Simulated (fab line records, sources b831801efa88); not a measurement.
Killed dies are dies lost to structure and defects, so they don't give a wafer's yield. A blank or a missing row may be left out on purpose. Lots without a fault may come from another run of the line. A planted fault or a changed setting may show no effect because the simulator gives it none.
A struck lot beside a sound one | flow gf180mcu | 18 steps out of a route of 602
Sound: wafers L456.2, L456.3, L456.5. Struck: wafer L465.2. (L465.1, L465.5 of the same lot were not struck and are left out.) The cause comes at the end.
At each step with rows: each side's tool, then ch and its chambers, then its first start. Under that, the readings that differ: sound wafers | struck wafers | difference of the means | sigmas: that difference in standard deviations of wafers without a fault.
alike: readings whose means differ by less than 2 such deviations, and words and numbers that are the same on both sides. not compared: withheld readings, readings that some wafer has no value for, bounds like >300 that may hide the same value, and numbers for which the record gives no deviation and whose values overlap.
The two part at a step that has a row with sigmas, a row that says differs or no value, or rows on one side only. Numbers that don't overlap but have no deviation are shown without sigmas and don't part them. A reading that every wafer of one side lacks parts them only if that side has two wafers or more.

first, 3 steps without rows for these wafers: GF_V3_EXPOSE_11 (exposes mask Via3, target cd 260 nm); GF_V3_PEB_12 (peb time 90 s); GF_V3_DEVELOP_13 (develop time 60 s).
GF_V3_CD_MEAS_14: target cd 260 nm.
  sound on cd_sem-01, day 24 14:32; struck on cd_sem-01, day 27 02:26
  alike: cd_nm
GF_V3_OVL_MEAS_15:
  sound on overlay-02, day 24 14:39; struck on overlay-01, day 27 02:34
  alike: V3_OVL
then, 1 step without rows for these wafers: GF_V3_ETCH_16 (etches BARC in N2/H2).
GF_V3_ETCH_17: etches SiO2 in C4F8/O2/Ar, stops on TiN, target depth 635 nm.
  sound on rie_diel-01 ch 0,1; struck on rie_diel-04 ch 0
  alike: oes_product_au
GF_V3_STRIP_18: strips in O2/N2.
  sound on plasma_asher-04 ch 0,1, day 24 14:49; struck on plasma_asher-02 ch 0, day 27 02:44
  alike: drypump_motor_current_A, heater_power_w, n2_flow_sccm, oes_product_au
  not compared: rf_hours_counter_h
then, 2 steps without rows for these wafers: GF_V3_STRIP_19 (strips in post etch residue remover, time 1200 s); GF_V3_CLEAN_20 (cleans in DIW).
GF_V3_SPUTTER_21: material Ti, target thk 15 nm, time 80.02 s.
  sound on pvd_sputter-03, day 24 15:21; struck on pvd_sputter-03, day 27 03:16
  alike: throttle_valve_pct
GF_V3_SPUTTER_22: material TiN, target thk 10 nm, time 40 s.
  sound on pvd_sputter-03, day 24 15:25; struck on pvd_sputter-03, day 27 03:19
  alike: throttle_valve_pct
GF_V3_CVD_23: deposits W, target thk 350 nm, time 104.9 s.
  sound on cvd_w-02 ch 0,1, day 24 15:27; struck on cvd_w-01 ch 0, day 27 03:22
  reading                          | sound         | struck | difference | sigmas
  model.W_of_V3_CVD_23.thk_nm (nm) | 345 353.1 346 | 577.4  | +229.4     |
  alike: heater_power_w, susceptor_temp_C
GF_V3_RS_MEAS_24: measures by four-point-probe.
  sound on film_metro-04, day 24 15:35; struck on film_metro-01, day 27 03:28
  reading          | sound             | struck | difference | sigmas
  V3_W_RS (ohm/sq) | 0.333 0.325 0.331 | 0.198  | -0.132     | -24
GF_V3_THK_MEAS_25: measures by xrf.
  sound on film_metro-04, day 24 15:41; struck on film_metro-01, day 27 03:35
  reading       | sound       | struck | difference | sigmas
  V3_W_THK (nm) | 327 334 328 | 538    | +208       | +33
GF_V3_CMP_26: polishes, stops on SiO2, t overpolish 15 s, target thk 0 nm.
  sound on cmp-01 ch 1,2,3, day 24 15:47; struck on cmp-02 ch 1, day 27 03:45
  reading                | sound    | struck | difference | sigmas
  time_to_endpoint_s (s) | 84 82 81 | 140    | +58        | +16
  alike: motor_current_A
GF_M4_SPUTTER_00: material Ti, target thk 37.5 nm, time 150 s.
  sound on pvd_sputter-02, day 24 16:02; struck on pvd_sputter-04, day 27 03:57
  alike: throttle_valve_pct
GF_PASSIVATION_PROBE_99:
  the record has rows for the sound wafers here (prober-01, day 30 21:39) and none for the struck ones

WHERE THEY PART
First at GF_V3_RS_MEAS_24; last, within this record, at GF_PASSIVATION_PROBE_99.

WHY: what the simulator had put in
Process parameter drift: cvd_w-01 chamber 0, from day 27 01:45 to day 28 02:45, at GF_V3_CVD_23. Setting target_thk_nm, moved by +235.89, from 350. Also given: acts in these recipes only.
